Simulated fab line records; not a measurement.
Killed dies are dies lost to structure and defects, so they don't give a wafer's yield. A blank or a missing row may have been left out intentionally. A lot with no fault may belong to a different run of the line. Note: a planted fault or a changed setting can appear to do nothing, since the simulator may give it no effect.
The same fault as seen by 2 desks + flow gf180mcu + what lay behind the numbers comes last; until then each desk has only its own

## THE METROLOGY DESK
Means of the sampled wafers that have a number, per lot and without regard to the tool the lot ran on: this is what the gauges read. Any lot whose mean is over 4 standard deviations away from the usual mean is out of limits and marked OUT; that distance is given in the brackets.
Columns: A = STI_OXIDATION_THK at GF_STI_THK_MEAS_02, usual 10.07 nm
| lot  | first seen here | A     |
|------|-----------------|-------|
| L513 | day 1 13:10     | 10.09 |
| L514 | day 1 17:26     | 9.97  |
| L515 | day 2 00:17     | 9.90  |
| L516 | day 2 07:04     | 9.85  |
| L517 | day 2 12:25     | 10.07 |
| L520 | day 3 03:37     | 10.02 |
| L522 | day 3 09:11     | 10.05 |
| L523 | day 3 13:31     | 9.86  |
| L524 | day 3 18:31     | 10.09 |
| L525 | day 3 23:52     | 10.15 |
| L533 | day 5 15:31     | 10.09 |
| L535 | day 6 01:36     | 9.90  |
| L536 | day 6 06:31     | 10.12 |
Finding of this desk: none of the 13 lots has anything out of limits.

## FOR THE TOOL OWNER'S DESK: implanter-01
For each lot that ran on this tool, the mean over its sampled wafers that have a number, from the tool's own readings at GF_MVSD_IMPLANT_09. Any lot whose mean is over 4 standard deviations away from the usual mean is out of limits and marked OUT; that distance is given in the brackets.
Columns: A = beam-energy-keV at GF_MVSD_IMPLANT_09, usual 100.00
| lot  | first seen here | A                        |
|------|-----------------|--------------------------|
| L513 | day 4 13:51     | 99.99                    |
| L515 | day 5 06:25     | 100.02                   |
| L516 | day 5 07:38     | 100.03                   |
| L520 | day 6 07:16     | 100.01                   |
| L522 | day 6 14:53     | 100.00                   |
| L523 | day 6 17:36     | 103.13 (+98) OUT         |
| L524 | day 7 00:18     | 103.17 (+99 or more) OUT |
Finding of this desk: L523, L524 out of limits; the first was L523 at day 6 17:36, on beam-energy-keV at GF_MVSD_IMPLANT_09. In limits: L513, L515, L516, L520, L522.

## PUT TOGETHER
At day 6 17:36, on L523, L524, the tool owner's desk was in a position to raise an alarm.
Nothing out of limits was seen by the metrology desk.
The metrology desk has L523, L524 on record, within its limits.
The lots listed all ran GF_MVSD_IMPLANT_09 on implanter-01.

## WHAT HAD BEEN PUT IN BY THE SIMULATOR
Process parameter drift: implanter-01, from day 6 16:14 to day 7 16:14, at GF_MVSD_IMPLANT_09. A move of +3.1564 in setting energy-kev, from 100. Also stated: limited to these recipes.
Lots struck among those shown: L523, L524.
Each desk's first reading out of limits, in hours after the fault started: the tool owner's desk, 1.
